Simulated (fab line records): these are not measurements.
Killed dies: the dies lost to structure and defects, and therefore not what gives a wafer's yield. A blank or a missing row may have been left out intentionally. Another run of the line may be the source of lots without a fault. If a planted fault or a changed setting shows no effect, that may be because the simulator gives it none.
Split-lot trial || flow sky130 || 23 wafers read across 5 lots, on a route 708 steps long

== ON THE SPLIT ==
At SKY_CAP2M_EXPOSE_09 (exposes mask CAP2M, target cd 1000 nm), the setting dose mj was moved away from the recipe's 159 on 11 of the 23 wafers read, by -7.5% to +6.9%. The other wafers ran this setting at the recipe's value.

== FROM THE SPLIT TO THE READING: what the file shows between them, 2 steps ==
- SKY_CAP2M_PEB_10
- SKY_CAP2M_DEVELOP_11: develop time 60 s

== THE READING ==
CAP2M.cd nm (the simulator's own value, which no gauge read), in nm, at SKY_CAP2M_METAL_ETCH_13 (etches TiN in Cl2/BCl3, stops on SiO2, target depth 220 nm, time 62.9 s). The file gives no usual value for it. Here, 12 wafers ran the recipe; their average is 998.8 nm with a standard deviation of 3.2 nm.

{"wafer": "L074.1", "tool, chamber at the split": "iline stepper-01, 0", "dose mj as run": 147.1, "against the recipe": "-7.5%", "CAP2M.cd nm, nm": 1019, "against lot-mates on the recipe": "+24.6"}
{"wafer": "L074.2", "tool, chamber at the split": "iline stepper-01, 0", "dose mj as run": 159, "against the recipe": "recipe", "CAP2M.cd nm, nm": 991, "against lot-mates on the recipe": "-"}
{"wafer": "L074.4", "tool, chamber at the split": "iline stepper-01, 0", "dose mj as run": 147.1, "against the recipe": "-7.5%", "CAP2M.cd nm, nm": 1015, "against lot-mates on the recipe": "+20.6"}
{"wafer": "L074.5", "tool, chamber at the split": "iline stepper-01, 0", "dose mj as run": 159, "against the recipe": "recipe", "CAP2M.cd nm, nm": 997.1, "against lot-mates on the recipe": "-"}
{"wafer": "L074.6", "tool, chamber at the split": "iline stepper-01, 0", "dose mj as run": 159, "against the recipe": "recipe", "CAP2M.cd nm, nm": 995, "against lot-mates on the recipe": "-"}
{"wafer": "L076.1", "tool, chamber at the split": "iline stepper-02, 0", "dose mj as run": 150, "against the recipe": "-5.7%", "CAP2M.cd nm, nm": 1020, "against lot-mates on the recipe": "+18.5"}
{"wafer": "L076.2", "tool, chamber at the split": "iline stepper-02, 0", "dose mj as run": 150, "against the recipe": "-5.7%", "CAP2M.cd nm, nm": 1016, "against lot-mates on the recipe": "+14.5"}
{"wafer": "L076.3", "tool, chamber at the split": "iline stepper-02, 0", "dose mj as run": 159, "against the recipe": "recipe", "CAP2M.cd nm, nm": 1002, "against lot-mates on the recipe": "-"}
{"wafer": "L076.4", "tool, chamber at the split": "iline stepper-02, 0", "dose mj as run": 159, "against the recipe": "recipe", "CAP2M.cd nm, nm": 1001, "against lot-mates on the recipe": "-"}
{"wafer": "L076.5", "tool, chamber at the split": "iline stepper-02, 0", "dose mj as run": 150, "against the recipe": "-5.7%", "CAP2M.cd nm, nm": 1015, "against lot-mates on the recipe": "+13.5"}
{"wafer": "L083.1", "tool, chamber at the split": "iline stepper-01, 0", "dose mj as run": 169.9, "against the recipe": "+6.9%", "CAP2M.cd nm, nm": 977.4, "against lot-mates on the recipe": -22.6}
{"wafer": "L083.2", "tool, chamber at the split": "iline stepper-01, 0", "dose mj as run": 169.9, "against the recipe": "+6.9%", "CAP2M.cd nm, nm": 981.3, "against lot-mates on the recipe": -18.8}
{"wafer": "L083.3", "tool, chamber at the split": "iline stepper-01, 0", "dose mj as run": 169.9, "against the recipe": "+6.9%", "CAP2M.cd nm, nm": 980.9, "against lot-mates on the recipe": -19.1}
{"wafer": "L083.4", "tool, chamber at the split": "iline stepper-01, 0", "dose mj as run": 159, "against the recipe": "recipe", "CAP2M.cd nm, nm": 998.1, "against lot-mates on the recipe": "-"}
{"wafer": "L083.6", "tool, chamber at the split": "iline stepper-01, 0", "dose mj as run": 159, "against the recipe": "recipe", "CAP2M.cd nm, nm": 1002, "against lot-mates on the recipe": "-"}
{"wafer": "L080.1", "tool, chamber at the split": "iline stepper-01, 0", "dose mj as run": 159, "against the recipe": "recipe", "CAP2M.cd nm, nm": 996.7, "against lot-mates on the recipe": "-"}
{"wafer": "L080.2", "tool, chamber at the split": "iline stepper-01, 0", "dose mj as run": 159, "against the recipe": "recipe", "CAP2M.cd nm, nm": 1000, "against lot-mates on the recipe": "-"}
{"wafer": "L080.3", "tool, chamber at the split": "iline stepper-01, 0", "dose mj as run": 159, "against the recipe": "recipe", "CAP2M.cd nm, nm": 999.2, "against lot-mates on the recipe": "-"}
{"wafer": "L085.1", "tool, chamber at the split": "iline stepper-01, 0", "dose mj as run": 151.6, "against the recipe": "-4.7%", "CAP2M.cd nm, nm": 1015, "against lot-mates on the recipe": "+13.5"}
{"wafer": "L085.4", "tool, chamber at the split": "iline stepper-01, 0", "dose mj as run": 151.6, "against the recipe": "-4.7%", "CAP2M.cd nm, nm": 1015, "against lot-mates on the recipe": "+13.5"}
{"wafer": "L085.2", "tool, chamber at the split": "iline stepper-01, 0", "dose mj as run": 159, "against the recipe": "recipe", "CAP2M.cd nm, nm": 1001, "against lot-mates on the recipe": "-"}
{"wafer": "L085.3", "tool, chamber at the split": "iline stepper-01, 0", "dose mj as run": 159, "against the recipe": "recipe", "CAP2M.cd nm, nm": 1002, "against lot-mates on the recipe": "-"}
{"wafer": "L085.5", "tool, chamber at the split": "iline stepper-01, 0", "dose mj as run": 151.6, "against the recipe": "-4.7%", "CAP2M.cd nm, nm": 1011, "against lot-mates on the recipe": "+9.5"}

THE FIT
A straight line over all 23 wafers: CAP2M.cd nm changes by -2.83 nm for each +1% of dose mj; r = -0.97; the points scatter about the line by 3.1 nm.
The same after taking each lot's own level away (the mean of its wafers on the recipe; 23 wafers): -2.88 nm for each +1%; r = -0.99; scatter 2 nm.
The reading moves by 22 nm for the largest change in dose mj, on that fit.
Measured against the standard deviation above, the lots' own levels, which go from 994.37 to 1001.50 nm, span 2.2 times it.
The two slopes agree, so the slope changes little with the lot-to-lot level.
Check: for one of the wafers moved furthest among these (-7.5%), held out of the fit, the line's prediction against its lot-mates is +20.7 nm. Against them it came out at +24.6 nm.

== THESE WAFERS: OTHER SPLITS ==
Other splits were also applied to these wafers ahead of the reading. Each is held against what the fit with the lots' levels taken away leaves over:
{"other split on the same wafers": "SKY_METAL3_DEVELOP_12 develop time s", "wafers away from the commonest value": 8, "r with CAP2M.cd nm (lot level and that fit taken away)": "+0.15"}
{"other split on the same wafers": "SKY_VIA3_COAT_06 resist thk nm", "wafers away from the commonest value": 8, "r with CAP2M.cd nm (lot level and that fit taken away)": "+0.03"}
{"other split on the same wafers": "SKY_VIA3_COAT_07 spin rpm", "wafers away from the commonest value": 7, "r with CAP2M.cd nm (lot level and that fit taken away)": "+0.20"}
{"other split on the same wafers": "SKY_METAL4_SPUTTER_03 power w", "wafers away from the commonest value": 6, "r with CAP2M.cd nm (lot level and that fit taken away)": "+0.11"}

== THE FILE'S OWN FIT ==
CAP2M.cd nm changes by -2.88 nm for each +1% of dose mj, r = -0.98.
